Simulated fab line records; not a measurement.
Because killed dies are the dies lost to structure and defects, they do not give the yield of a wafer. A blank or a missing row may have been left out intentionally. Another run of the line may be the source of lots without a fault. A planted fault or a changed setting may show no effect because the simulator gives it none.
Matching of chambers :: flow sky130 :: cmp-02 running SKY_VIA1_CMP_02: 4 sister chambers
The step polishes SiO2. 8 wafers are shown with their chamber, then 8 later ones without.

EACH WAFER AND ITS CHAMBER
wafer: L754.5
chamber: 0
motorCurrentA (A): 12.5
platenRpm (rpm): 60.01

wafer: L764.1
chamber: 3
motorCurrentA (A): 12.8
platenRpm (rpm): 59.99

wafer: L766.3
chamber: 0
motorCurrentA (A): 12.2
platenRpm (rpm): 59.98

wafer: L766.4
chamber: 2
motorCurrentA (A): 11.1
platenRpm (rpm): 60.05

wafer: L767.1
chamber: 2
motorCurrentA (A): 11.9
platenRpm (rpm): 59.97

wafer: L767.4
chamber: 1
motorCurrentA (A): 12.6
platenRpm (rpm): 59.98

wafer: L767.6
chamber: 1
motorCurrentA (A): 12.6
platenRpm (rpm): 60.07

wafer: L768.1
chamber: 3
motorCurrentA (A): 12.7
platenRpm (rpm): 60.01

WAFERS MISSING THEIR CHAMBER
wafer: L768.2
motorCurrentA (A): 12.3
platenRpm (rpm): 60.06

wafer: L768.4
motorCurrentA (A): 11.5
platenRpm (rpm): 59.98

wafer: L769.2
motorCurrentA (A): 12.3
platenRpm (rpm): 59.95

wafer: L769.3
motorCurrentA (A): 11.4
platenRpm (rpm): 59.99

wafer: L769.4
motorCurrentA (A): 12.9
platenRpm (rpm): 60.05

wafer: L771.1
motorCurrentA (A): 11.1
platenRpm (rpm): 59.97

wafer: L771.3
motorCurrentA (A): 13.2
platenRpm (rpm): 59.92

wafer: L771.4
motorCurrentA (A): 12.0
platenRpm (rpm): 60.00

CHAMBER TAKEN BY EACH
wafer: L768.2
from the rows above: can't be placed: 1 or 0 or 3 or 2
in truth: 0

wafer: L768.4
from the rows above: 2
in truth: 2

wafer: L769.2
from the rows above: can't be placed: 0 or 3 or 1 or 2
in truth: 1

wafer: L769.3
from the rows above: 2
in truth: 2

wafer: L769.4
from the rows above: can't be placed: 1 or 3 or 0
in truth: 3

wafer: L771.1
from the rows above: 2
in truth: 2

wafer: L771.3
from the rows above: can't be placed: 3 or 1 or 0
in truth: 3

wafer: L771.4
from the rows above: can't be placed: 0 or 2 or 1 or 3
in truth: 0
3 of 8 placed correctly. These rows do not allow placing 5 (true chamber among the candidates in 5). Placed wrongly: 0.
How it was worked out, from the rows above alone: a wafer's distance from a chamber is the root of the sum, over the readings, of the square of ((its reading less the chamber's mean) divided by the reading's scatter). The wafer belongs to the nearest chamber; if the next one is less than 2 further off, it can't be placed. The mean given for a chamber averages the wafers shown for that chamber. The scatter: the root of (the sum of the squares of (reading less its chamber's mean) over the shown wafers, divided by (wafers less chambers)).
